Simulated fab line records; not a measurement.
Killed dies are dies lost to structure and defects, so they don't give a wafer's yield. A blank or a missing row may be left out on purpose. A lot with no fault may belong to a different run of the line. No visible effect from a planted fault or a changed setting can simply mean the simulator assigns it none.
Which tool was responsible? -- flow gf180mcu -- 36 wafers from 12 lots sampled at 5 of the route's 602 steps

== WHAT THE GAUGES SHOWED, per wafer ==
GF_DNWELL_TW_MEAS_09.
lot,measured,on,DNWELL_TW
L641,day 2 21:21,film_metro-04,1340 1341 1341
L642,day 2 23:51,film_metro-01,1336 1328 1340
L643,day 3 05:08,film_metro-04,1329 1332 1331
L645,day 3 15:36,film_metro-01,1319 1319 1329
L646,day 3 21:58,film_metro-01,1320 1334 1324
L647,day 4 04:06,film_metro-04,1322 1317 1312
L648,day 4 07:23,film_metro-01,1218 1226 1223
L649,day 4 14:05,film_metro-03,1231 1227 1228
L660,day 6 22:43,film_metro-01,1355 1348 1363
L661,day 7 05:49,film_metro-04,1326 1333 1325
L663,day 7 14:56,film_metro-04,1327 1332 1333
L664,day 7 19:46,film_metro-01,1345 1344 1337

GF_HV_LDD_OVL_MEAS_20.
lot,measured,on,HV_LDD_01_OVL (nm)
L641,day 10 19:07,overlay-02,-0.4 1.7 -0.9
L642,day 10 23:13,overlay-01,0.3 -0.8 -1.9
L643,day 11 04:37,overlay-01,3.5 2.6 2.7
L645,day 12 01:34,overlay-01,-0.5 -0.5 0.7
L646,day 12 13:28,overlay-02,2.9 1.7 2.8
L647,day 12 16:40,overlay-01,0.7 -0.3 -1.5
L648,day 12 19:49,overlay-02,1.7 3.2 0.4
L649,day 13 06:52,overlay-02,3.9 1.5 2.3
L660,day 16 17:34,overlay-02,1.4 2.5 -0.3
L661,day 16 23:16,overlay-01,0.6 1.2 1.6
L663,day 17 15:01,overlay-01,-0.3 0.0 0.8
L664,day 18 00:46,overlay-01,-1.5 0.1 -1.4

== WHAT TOOL EACH LOT RAN ON (gives the tool, then ch and the chambers of the sampled wafers, and finally the start) ==
lot,GF_DNWELL_IMPLANT_07,GF_POLY_GATE_STRIP_14,GF_HV_LDD_STRIP_10
L641,"implanter-04 ch 0, day 2 21:07","plasma_asher-02 ch 0,1, day 9 06:02","plasma_asher-01 ch 0,1, day 10 01:14"
L642,"implanter-04 ch 0, day 2 23:37","plasma_asher-02 ch 0,1, day 9 09:45","plasma_asher-04 ch 0,1, day 10 05:08"
L643,"implanter-04 ch 0, day 3 04:53","plasma_asher-01 ch 0,1, day 9 15:33","plasma_asher-03 ch 0,1, day 10 10:41"
L645,"implanter-02 ch 0, day 3 15:22","plasma_asher-04 ch 0,1, day 10 08:18","plasma_asher-04 ch 0,1, day 11 07:05"
L646,"implanter-02 ch 0, day 3 21:46","plasma_asher-02 ch 0,1, day 10 21:02","plasma_asher-01 ch 0,1, day 11 17:47"
L647,"implanter-02 ch 0, day 4 03:52","plasma_asher-01 ch 0,1, day 11 01:29","plasma_asher-04 ch 0,1, day 11 21:47"
L648,"implanter-02 ch 0, day 4 07:08","plasma_asher-02 ch 0,1, day 11 03:45","plasma_asher-01 ch 0,1, day 12 00:02"
L649,"implanter-02 ch 0, day 4 13:50","plasma_asher-01 ch 0,1, day 11 13:20","plasma_asher-04 ch 0,1, day 12 10:53"
L660,"implanter-04 ch 0, day 6 22:31","plasma_asher-04 ch 0,1, day 14 19:46","plasma_asher-01 ch 0,1, day 15 19:23"
L661,"implanter-04 ch 0, day 7 05:35","plasma_asher-01 ch 0,1, day 15 02:46","plasma_asher-01 ch 0,1, day 16 01:59"
L663,"implanter-01 ch 0, day 7 14:41","plasma_asher-04 ch 0,1, day 15 16:17","plasma_asher-04 ch 0,1, day 16 16:08"
L664,"implanter-02 ch 0, day 7 19:34","plasma_asher-04 ch 0,1, day 16 00:22","plasma_asher-01 ch 0,1, day 17 01:28"
- GF_DNWELL_IMPLANT_07
- GF_POLY_GATE_STRIP_14: strips in O2/N2.
- GF_HV_LDD_STRIP_10: strips in O2/N2.

== WHAT THE TOOLS THEMSELVES READ (means of the sampled wafers that have a number; where no wafer has one, the mark that the record gives instead) ==
GF_DNWELL_IMPLANT_07.
lot,tool,beam_energy_keV,dose_ions_cm2,faraday_current_uA
L641,implanter-04,1499.8,1e+13,55.9
L642,implanter-04,1499.7,1e+13,56.3
L643,implanter-04,1500.0,1e+13,56.2
L645,implanter-02,1500.1,1e+13,56.9
L646,implanter-02,1499.8,1e+13,57.3
L647,implanter-02,1499.9,1e+13,55.7
L648,implanter-02,1500.0,8e+12,42.2
L649,implanter-02,1499.2,7e+12,41.2
L660,implanter-04,1500.2,1e+13,55.8
L661,implanter-04,1499.9,1e+13,56.1
L663,implanter-01,1500.3,1e+13,57.0
L664,implanter-02,1499.7,1e+13,56.7

GF_POLY_GATE_STRIP_14.
lot,tool,drypump_motor_current_A (A),heater_power_w (W),oes_product_au (a.u.)
L641,plasma_asher-02,5.86,319,0.504
L642,plasma_asher-02,5.88,316,0.503
L643,plasma_asher-01,5.85,329,0.505
L645,plasma_asher-04,5.71,334,0.504
L646,plasma_asher-02,5.88,315,0.504
L647,plasma_asher-01,5.89,350,0.506
L648,plasma_asher-02,5.87,320,0.507
L649,plasma_asher-01,5.85,328,0.507
L660,plasma_asher-04,5.45,332,0.502
L661,plasma_asher-01,5.85,320,0.500
L663,plasma_asher-04,5.45,330,0.505
L664,plasma_asher-04,5.46,328,0.502

GF_HV_LDD_STRIP_10.
lot,tool,drypump_motor_current_A (A),heater_power_w (W),oes_product_au (a.u.),strip_time_to_endpoint_s (s)
L641,plasma_asher-01,5.8,328,0.714,12.59
L642,plasma_asher-04,5.4,332,0.718,12.63
L643,plasma_asher-03,5.3,320,0.719,12.67
L645,plasma_asher-04,5.5,328,0.718,12.58
L646,plasma_asher-01,5.9,351,0.715,12.62
L647,plasma_asher-04,5.4,333,0.716,12.61
L648,plasma_asher-01,5.9,349,0.714,12.62
L649,plasma_asher-04,5.4,327,0.722,12.62
L660,plasma_asher-01,5.9,351,0.720,12.65
L661,plasma_asher-01,5.8,323,0.716,12.68
L663,plasma_asher-04,5.7,335,0.719,12.62
L664,plasma_asher-01,5.9,349,0.717,12.69

== THE ANSWER, worked out from the rows above alone ==
Rule: the usual values come from the lots themselves. Put in order of their means at a reading, lots are off if they are a third of the lots or fewer, leave a main group of 4 or more, and stand apart from it by a gap of 3 or more times the standard deviation of the main group's means; of several such gaps the widest counts. The tables above print the reading to a certain number of digits; a main group whose means all agree to those digits is not used. Also off: a lot with no number at a reading for which 4 or more lots have one. Where the step has rows for the other lots, those lots are counted as sound. Order of review: gauges by route order, followed by the tools' own readings, for which a lot's mean as printed above is used. The first step at which some lot is off is used, and at that step the reading that is off furthest; a lot without a number counts as furthest.
Off: L648, L649, seen at GF_DNWELL_TW_MEAS_09 (DNWELL_TW). Main group: mean 1333, sd 10.
A tool fits if, at a process step before that reading, it ran every lot that is off, and no sound lot after the first of them. Not tried: the gauges at GF_DNWELL_TW_MEAS_09; whatever is off there is also off at GF_DNWELL_IMPLANT_07, on other tools, and gauge error can't account for it. Not one of the candidates tried fits.

== WHAT THE SIMULATOR PUT IN ==
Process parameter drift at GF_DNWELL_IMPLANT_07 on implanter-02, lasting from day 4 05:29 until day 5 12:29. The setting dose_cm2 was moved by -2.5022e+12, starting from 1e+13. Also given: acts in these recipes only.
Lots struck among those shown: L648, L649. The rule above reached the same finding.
